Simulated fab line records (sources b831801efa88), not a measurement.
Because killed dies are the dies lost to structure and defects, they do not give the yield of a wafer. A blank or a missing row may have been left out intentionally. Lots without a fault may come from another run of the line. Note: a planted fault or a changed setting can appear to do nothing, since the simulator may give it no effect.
Which tool did it?    flow gf180mcu    Sampling: 12 lots, 36 wafers, 5 of 602 route steps

## WHAT THE GAUGES READ, wafer by wafer
GF_M5_CD_MEAS_07: the cd target is 280 nm.
lot   measured      on        cdNm (nm)
L363  day 26 12:22  cdSem-01  280.7 279.4 279.7
L365  day 27 05:16  cdSem-02  279.9 279.1 279.3
L369  day 28 12:11  cdSem-02  282.0 280.1 281.5
L370  day 28 19:47  cdSem-01  279.3 279.3 278.9
L371  day 29 05:35  cdSem-01  307.1 306.9 307.4
L372  day 29 09:37  cdSem-01  279.4 279.9 280.6
L373  day 29 16:16  cdSem-02  305.1 306.1 305.3
L381  day 31 20:40  cdSem-01  280.4 279.9 280.0
L382  day 32 05:08  cdSem-01  282.7 282.1 279.8
L383  day 32 06:04  cdSem-02  278.4 279.4 278.8
L384  day 32 17:42  cdSem-01  280.5 279.9 279.3
L385  day 32 21:40  cdSem-01  282.4 282.0 281.4

GF_V5_CD_MEAS_14: the cd target is 260 nm.
lot   measured      on        cdNm (nm)
L363  day 27 10:49  cdSem-02  260.5 260.1 259.8
L365  day 28 02:31  cdSem-01  261.2 261.2 260.9
L369  day 29 09:26  cdSem-02  260.1 259.7 260.0
L370  day 29 16:14  cdSem-01  260.1 262.7 261.5
L371  day 30 01:53  cdSem-02  259.9 258.7 258.1
L372  day 30 05:46  cdSem-01  260.5 259.9 259.0
L373  day 30 11:49  cdSem-02  259.7 260.0 259.0
L381  day 32 15:28  cdSem-02  257.6 259.4 258.3
L382  day 32 22:41  cdSem-01  261.2 260.9 261.1
L383  day 32 23:49  cdSem-02  261.9 260.2 262.8
L384  day 33 11:29  cdSem-02  260.9 257.1 260.0
L385  day 33 15:52  cdSem-02  259.2 259.7 259.7

## WHICH TOOL RAN EACH LOT (tool, then ch and the chambers of the sampled wafers, then the start)
lot   GF_M4_STRIP_17                       GF_M5_PEB_05                      GF_M5_METAL_ETCH_10
L363  plasmaAsher-04 ch 0,1, day 23 16:51  lithoTrack-02 ch 0, day 26 12:01  rieMetal-04 ch 0, day 26 12:33
L365  plasmaAsher-01 ch 0,1, day 24 10:25  lithoTrack-01 ch 0, day 27 04:55  rieMetal-03 ch 0,1, day 27 05:27
L369  plasmaAsher-02 ch 0,1, day 25 20:48  lithoTrack-01 ch 0, day 28 11:51  rieMetal-01 ch 0,1, day 28 12:21
L370  plasmaAsher-01 ch 0,1, day 26 03:58  lithoTrack-01 ch 0, day 28 19:28  rieMetal-03 ch 0,1, day 28 19:56
L371  plasmaAsher-04 ch 0,1, day 26 15:01  lithoTrack-01 ch 0, day 29 05:15  rieMetal-01 ch 0, day 29 05:45
L372  plasmaAsher-01 ch 0,1, day 26 20:03  lithoTrack-04 ch 0, day 29 09:18  rieMetal-03 ch 0,1, day 29 09:49
L373  plasmaAsher-01 ch 0,1, day 27 02:05  lithoTrack-01 ch 0, day 29 15:56  rieMetal-03 ch 0,1, day 29 16:26
L381  plasmaAsher-04 ch 0,1, day 29 11:21  lithoTrack-02 ch 0, day 31 20:19  rieMetal-01 ch 0, day 31 20:51
L382  plasmaAsher-02 ch 0,1, day 29 20:57  lithoTrack-02 ch 0, day 32 04:48  rieMetal-03 ch 0,1, day 32 05:18
L383  plasmaAsher-04 ch 0, day 29 22:00    lithoTrack-02 ch 0, day 32 05:43  rieMetal-01 ch 0, day 32 06:15
L384  plasmaAsher-02 ch 0,1, day 30 09:31  lithoTrack-04 ch 0, day 32 17:16  rieMetal-04 ch 0,1, day 32 17:52
L385  plasmaAsher-04 ch 0,1, day 30 15:01  lithoTrack-01 ch 0, day 32 21:19  rieMetal-01 ch 1, day 32 21:51
- GF_M4_STRIP_17: strips in O2/N2.
- GF_M5_PEB_05: peb time 90 s.
- GF_M5_METAL_ETCH_10: etches the open film in Cl2/BCl3, stops on SiO2, target depth 750.8 nm, time 125.1 s.

## WHAT THE TOOLS THEMSELVES READ (means of the sampled wafers that have a number; where no wafer has one, the mark that the record gives instead)
GF_M4_STRIP_17.
lot   tool            drypumpMotorCurrentA (A)  heaterPowerW (W)  oesProductAu (a.u.)  stripTimeToEndpointS (s)
L363  plasmaAsher-04  6.02                      345               0.542                7.39
L365  plasmaAsher-01  6.23                      269               0.536                7.39
L369  plasmaAsher-02  5.66                      342               0.543                7.43
L370  plasmaAsher-01  6.10                      295               0.537                7.40
L371  plasmaAsher-04  6.00                      313               0.542                7.40
L372  plasmaAsher-01  6.11                      299               0.544                7.44
L373  plasmaAsher-01  6.25                      273               0.542                7.42
L381  plasmaAsher-04  5.97                      314               0.536                7.41
L382  plasmaAsher-02  5.64                      337               0.539                7.46
L383  plasmaAsher-04  5.97                      274               0.541                7.41
L384  plasmaAsher-02  5.92                      382               0.543                7.46
L385  plasmaAsher-04  6.01                      313               0.537                7.46

GF_M5_PEB_05.
lot   tool           heaterPowerTotalW (W)
L363  lithoTrack-02  85.73
L365  lithoTrack-01  85.70
L369  lithoTrack-01  85.75
L370  lithoTrack-01  85.62
L371  lithoTrack-01  112.29
L372  lithoTrack-04  85.61
L373  lithoTrack-01  112.52
L381  lithoTrack-02  85.57
L382  lithoTrack-02  85.67
L383  lithoTrack-02  85.73
L384  lithoTrack-04  85.69
L385  lithoTrack-01  85.69

GF_M5_METAL_ETCH_10.
lot   tool         drypumpMotorCurrentA (A)  oesProductAu (a.u.)  throttleValvePct (%)
L363  rieMetal-04  6.1                       0.976                28.240
L365  rieMetal-03  5.3                       0.989                28.229
L369  rieMetal-01  5.4                       0.996                28.232
L370  rieMetal-03  5.3                       0.991                28.226
L371  rieMetal-01  5.4                       0.984                28.234
L372  rieMetal-03  5.3                       0.982                28.229
L373  rieMetal-03  5.3                       0.990                28.230
L381  rieMetal-01  5.4                       0.983                28.228
L382  rieMetal-03  5.3                       0.992                28.233
L383  rieMetal-01  5.4                       0.991                28.232
L384  rieMetal-04  6.1                       0.981                28.238
L385  rieMetal-01  5.4                       0.985                28.238

## THE ANSWER, worked out from the rows above alone
Rule: what is usual is taken from the lots themselves. The widest of any qualifying gaps counts: lots, ordered by their means at a reading, are off when they make up no more than a third of the lots, leave a main group of 4 or more, and stand apart from it by 3 or more times the standard deviation of that group's means. Not used: any main group whose means are identical at the precision the tables above print for the reading. A lot without any number at a reading at which 4 lots or more have one is off too. Where the step has rows for the other lots, those lots are counted as sound. After the gauges, taken in route order, come the tools' own readings; for these a lot's mean is taken, as printed above. The first step at which some lot is off is used, and at that step the reading that is off furthest; a lot without a number counts as furthest.
Off: L371, L373 (GF_M5_CD_MEAS_07, cdNm). Main group: mean 280.2 nm, sd 0.97.
If a tool, at a process step before that reading, ran all the lots that are off and no sound lot after the first of them, it fits. The gauges at GF_M5_CD_MEAS_07 aren't tried: what is off there is off at GF_M5_PEB_05 too, on other tools, and a gauge's error can't cause that. Of those tried, none fits.

## WHAT THE SIMULATOR HAD INSERTED
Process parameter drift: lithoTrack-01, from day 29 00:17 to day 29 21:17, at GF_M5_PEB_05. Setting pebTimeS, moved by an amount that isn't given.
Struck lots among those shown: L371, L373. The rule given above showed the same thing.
